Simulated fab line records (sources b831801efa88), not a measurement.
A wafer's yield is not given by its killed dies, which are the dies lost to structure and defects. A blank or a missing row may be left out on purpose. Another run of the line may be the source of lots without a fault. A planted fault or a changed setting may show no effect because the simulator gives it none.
Problem report, 8D (eight disciplines) form, completed by code -- flow sky130 -- the parts of the form that need people (team, actions taken, sign-off) are left out

## 1. PROBLEM STATEMENT
At SKY_PAD_OPEN_PROBE_99, killed_at_M4_up averages 19.6 over 9 wafers from 3 lots, while fault-free wafers read 3.2, standard deviation 1.6. Relative to the usual mean, that is a shift of +10 standard deviations.
Seen first at day 48 22:53 on prober-01, wafer L559.2. The record has a number at this step for 9 wafers belonging to 3 lots. By rule, "out" or "out of limits" means more than 4 standard deviations away from the usual mean. All remaining wafers that have a number are taken as sound.

## 2. WHAT IT IS, AND WHAT IT ISN'T
question,is,is not
which readings at this step,killed_at_M4_up,"killed at front end, killed open, killed short, sort_bin_5_function, sort_bin_6_memory"
which lots,"L559, L562, L563",-
which wafers of those lots,all that have a number,-
read on which tools,"prober-01, prober-02",-
when,from day 48 22:53,up to then (0 sound wafers)

## 3. WHAT RULES OUT EACH SUSPECT
Counting: a tool at any process step up to the reading remains a suspect when it ran all the lots that are out and ran no sound lot after the first of those.
- wet bench-04 at SKY_VIA4_CLEAN_16 (cleans in O3/DIW): kept. It ran every lot that is out, first L559 (day 46 07:29), and no sound lot after that.
Left after counting: wet bench-04 at SKY_VIA4_CLEAN_16.

## 4. THE CAUSE (what the simulator had put in)
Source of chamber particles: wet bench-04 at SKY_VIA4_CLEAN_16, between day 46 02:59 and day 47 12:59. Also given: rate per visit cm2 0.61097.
After counting, this tool was the only one left.

## 5. SEQUENCE OF EFFECTS, ordered by route
Each row: a reading where the mean over the struck wafers with a number is more than 3 standard deviations away from the usual. Readings are gone through only where the record gives a usual standard deviation; hours: the median, over the lots, of the time from a lot's start at the first step in this table giving one to that lot's start at this step; sigmas: the change measured in usual standard deviations.
hours,step,reading,usual,on struck wafers,change,sigmas
0,SKY_PAD_OPEN_PROBE_99,killed_at_M4_up,3.2,19.6,+16.4,+10
Its process steps:
- SKY_PAD_OPEN_PROBE_99

## 6. WHAT WOULD HAVE CAUGHT IT SOONER
In this record no reading fell out of limits until day 48 22:53, 68 hours after the fault had begun at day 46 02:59.
All the lots that are out (3) had begun SKY_VIA4_CLEAN_16 on wet bench-04 by day 48 22:53. None of them would have been spared by holding the tool at that moment.
